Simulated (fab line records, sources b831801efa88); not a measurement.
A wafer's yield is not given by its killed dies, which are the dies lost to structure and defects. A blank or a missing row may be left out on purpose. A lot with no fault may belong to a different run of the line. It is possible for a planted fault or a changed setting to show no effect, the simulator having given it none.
A lot that was struck, set against a sound lot -- flow gf180mcu -- 19 steps out of a route of 602
Sound: these wafers, L719.1, L719.3, L719.6. Struck: wafer L725.3 (L725.4, L725.6, from the same lot, were not struck and are left out); the cause is given at the end.
Order at every step that has rows: each side's tool, ch and its chambers, its first start. Under that, the readings that differ: sound wafers -- struck wafers -- difference of the means -- sigmas: that difference in standard deviations of wafers without a fault.
alike: readings with means less than 2 such deviations apart, plus words and numbers identical on both sides. not compared: withheld readings, readings lacking a value on some wafer, bounds such as >300 that could conceal the same value, and numbers that have no deviation in the record and whose values overlap.
Wherever a step has rows on one side only, a row that says differs or no value, or a row with sigmas, the two part there. When numbers do not overlap yet have no deviation, they are printed without sigmas and do not part them. A reading that every wafer of one side lacks parts them only if that side has two wafers or more.

GF_M3_STRIP_17: strips in O2/N2.
  sound on plasma_asher-03 ch 0,1, day 25 17:59; struck on plasma_asher-01 ch 1, day 26 21:02
  alike: drypump_motor_current_A, heater_power_w, oes_product_au, strip_time_to_endpoint_s
  not compared: rf_hours_counter_h
then, 3 steps without rows for these wafers: GF_M3_STRIP_18 (strips in post etch residue remover, time 1200 s); GF_M3_CLEAN_19 (cleans in DIW); GF_V3_CVD_00 (deposits SiO2, target thk 600 nm, time 100 s).
GF_V3_THK_MEAS_01:
  sound on film_metro-04, day 25 18:36; struck on film_metro-02, day 26 21:37
  alike: V3_CVD_00_THK
GF_V3_CVD_02: deposits SiO2 from TEOS, target thk 850 nm, time 94.851 s.
  sound on pecvd-02 ch 1,2, day 25 18:40; struck on pecvd-02 ch 0, day 26 21:40
  alike: heater_power_w
  not compared: since_wet_clean_h
GF_V3_THK_MEAS_03:
  sound on film_metro-01, day 25 18:44; struck on film_metro-04, day 26 21:45
  alike: V3_CVD_02_THK
GF_V3_CMP_04: polishes SiO2.
  sound on cmp-01 ch 0,1,3, day 25 19:01; struck on cmp-01 ch 1, day 26 21:47
reading,sound,struck,difference,sigmas
slurry_flow_ml_min,150.1 149.5 149.3,150.8,+1.2,+2
  alike: motor_current_A, time_to_endpoint_s
GF_V3_BOW_MEAS_05:
  sound on film_metro-02, day 25 19:19; struck on film_metro-04, day 26 22:08
  alike: V3_BOW
then, 3 steps without rows for these wafers: GF_V3_DEHYDRATE_06 (time 60 s); GF_V3_HMDS_07 (prime time 60 s); GF_V3_COAT_08.
GF_V3_COAT_09: resist thk 1000 nm.
  sound on litho_track-03 ch 0, day 26 05:00; struck on litho_track-02 ch 0, day 27 08:00
reading,sound,struck,difference,sigmas
model.KrF_of_V3_COAT_09.thk_nm (nm),1000 996.2 997.4,1030,+32,
then, 3 steps without rows for these wafers: GF_V3_SOFTBAKE_10 (time 60 s); GF_V3_EXPOSE_11 (exposes mask Via3, target cd 260 nm); GF_V3_PEB_12 (peb time 90 s).
GF_V3_DEVELOP_13: develop time 60 s.
  sound on litho_track-02 ch 0, day 26 16:28; struck on litho_track-01 ch 0, day 27 17:58
reading,sound,struck,difference,sigmas
model.KrF_of_V3_COAT_09.thk_nm (nm),985.3 981.3 982.5,1015,+32,
GF_V3_CD_MEAS_14: the cd target is 260 nm.
  sound on cd_sem-02, day 26 16:37; struck on cd_sem-01, day 27 18:06
reading,sound,struck,difference,sigmas
cd_nm (nm),262.3 261.8 262.0,258.7,-3.3,-3
GF_PASSIVATION_PROBE_99:
  the record holds rows for the sound wafers here (prober-02, day 32 15:02) but none for the struck ones

== WHERE THEY PART ==
Last at GF_PASSIVATION_PROBE_99 as far as this record goes, first at GF_V3_CMP_04.

WHY: what the simulator had put in
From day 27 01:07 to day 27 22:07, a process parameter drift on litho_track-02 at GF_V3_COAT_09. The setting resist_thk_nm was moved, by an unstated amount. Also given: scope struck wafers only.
